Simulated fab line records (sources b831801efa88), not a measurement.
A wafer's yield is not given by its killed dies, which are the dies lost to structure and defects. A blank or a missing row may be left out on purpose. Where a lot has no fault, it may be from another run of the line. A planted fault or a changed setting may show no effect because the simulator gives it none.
8D (eight disciplines) problem report, filled in by code    flow gf180mcu    the parts of the form that need people (team, actions taken, sign-off) are left out

== 1. WHAT IS WRONG ==
MIM_ALCU_RS at GF_MIM_RS_MEAS_10 reads a mean of 0.1254 ohm/sq on 1 wafer of 1 lot; wafers without a fault read 0.1600 ohm/sq with a standard deviation of 0.0019. Measured from the usual mean, that is -18 standard deviations.
The step: measures by four-point-probe.
First seen on wafer L386.3, day 30 12:14, on film-metro-02. Wafers with a number at this step in the record: 27, from 9 lots. The rule behind "out" and "out of limits": a value lying over 4 standard deviations away from the usual mean. The rest of the wafers with a number are treated as sound.

== 2. WHAT IT IS, WHAT IT ISN'T ==
question                     is                 is not
which readings at this step  MIM_ALCU_RS        -
which lots                   L386               L366, L368, L371, L372, L376, L380, L387, L388
which wafers of those lots   L386.3             L386.1, L386.4
read on which gauges         film-metro-02      film-metro-01, film-metro-04
when                         from day 30 12:14  up to then (20 sound wafers); but 6 sound wafers of L387, L388 came after

== 3. SUSPECTS, AND WHAT RULES EACH OUT ==
Counting: if a tool at a process step up to the reading ran every lot that is out, it stays a suspect. Sound lots after the first of them don't rule it out here, since some wafers of a struck lot are sound.
- the gauge at GF_MIM_RS_MEAS_10: ruled out. All the wafers that are out were read on film-metro-02, but those of them that GF_MIM_SPUTTER_08 has rows for are out there too, on other tools.
- pvd-sputter-04 at GF_V3_SPUTTER_21 (material Ti, target thk 15 nm, time 80.02 s): kept. It ran the lot that is out, L386 (day 28 18:28); its last sound lot up to then is L380 (day 27 04:28).
- pvd-sputter-04 at GF_M4_SPUTTER_02 (material AlCu, target thk 450 nm, time 23.9 s): kept. It ran the lot that is out, L386 (day 28 19:38); its last sound lot up to then is L372 (day 24 14:47).
- pvd-sputter-02 at GF_MIM_SPUTTER_01 (material TiN, target thk 30 nm, time 25 s): kept. It ran the lot that is out, L386 (day 30 11:56); its last sound lot up to then is L380 (day 28 22:59).
- pvd-sputter-01 at GF_MIM_SPUTTER_08 (material AlCu, target thk 200 nm, time 10.6 s): kept. It ran the lot that is out, L386 (day 30 12:11); its last sound lot up to then is L380 (day 28 23:14). Its own readings are out on those wafers: cathode-dc-power-W.
Left after counting: pvd-sputter-04 at GF_V3_SPUTTER_21, pvd-sputter-04 at GF_M4_SPUTTER_02, pvd-sputter-02 at GF_MIM_SPUTTER_01, pvd-sputter-01 at GF_MIM_SPUTTER_08.

== 4. THE CAUSE (what the simulator had put in) ==
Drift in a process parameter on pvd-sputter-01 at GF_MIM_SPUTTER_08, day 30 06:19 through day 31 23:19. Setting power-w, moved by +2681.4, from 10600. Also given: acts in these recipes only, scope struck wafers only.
Counting left 4 suspects, and this tool is among them.

== 5. SEQUENCE OF EFFECTS, ordered by route ==
Rows list readings where the struck wafers' mean (over those with a number) sits beyond 3 standard deviations from the usual. Only readings whose record carries a usual standard deviation are examined. hours: median over the lots of the time between each lot's start at the first step of this table that gives one and its start at this step. sigmas: the change, counted in usual standard deviations.
hours  step                     reading               usual          on struck wafers  change   sigmas
0      GF_MIM_SPUTTER_08        cathode-dc-power-W    10600 W        13280             +2680    +99 or more
0      GF_MIM_RS_MEAS_10        MIM_ALCU_RS           0.1600 ohm/sq  0.1254            -0.0346  -18
0      GF_MIM_THK_MEAS_11       MIM_ALCU_THK          201.4 nm       253.7             +52.3    +21
17     GF_MIM_METAL_ETCH_19     oes-product-au        0.942 a.u.     1.020             +0.078   +11
17     GF_MIM_METAL_ETCH_19     throttle-valve-pct    28.283 %       28.194            -0.089   -8.9
89     GF_PASSIVATION_PROBE_99  defect-limited-yield  90.4 %         0.0               -90.4    -60
89     GF_PASSIVATION_PROBE_99  killed-at-other       0.1            441.0             +440.9   +99 or more
89     GF_PASSIVATION_PROBE_99  killed-dies           47             492               +445     +61
89     GF_PASSIVATION_PROBE_99  killed-on-rim         9              96                +87      +26
89     GF_PASSIVATION_PROBE_99  sort_bin_3_pad_short  0.46 %         90.04             +89.58   +99 or more
89     GF_PASSIVATION_PROBE_99  sort-n-pass           445            0                 -445     -61
89     GF_PASSIVATION_PROBE_99  sort-yield-pct        90.4 %         0.0               -90.4    -60
The process steps in it:
- GF_MIM_SPUTTER_08: material AlCu, target thk 200 nm, time 10.6 s.
- GF_MIM_METAL_ETCH_19: etches the open film in Cl2/BCl3, stops on Si3N4, target depth 324.5 nm, time 54.1 s.
- GF_PASSIVATION_PROBE_99

== 6. WHAT WOULD HAVE CAUGHT IT SOONER ==
In this record the first reading out of limits at a measuring or inspecting step was taken at day 30 12:14, 6 hours after the fault began at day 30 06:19.
At GF_MIM_SPUTTER_08, the tool's own readings (cathode-dc-power-W) were out on each struck wafer the step has a row for, so an alarm limit on them would have fired on the first such wafer.
Each of the lots that are out, 1 in all, had begun GF_MIM_SPUTTER_08 on pvd-sputter-01 no later than day 30 12:14. Holding the tool at that point would not have protected any of them.
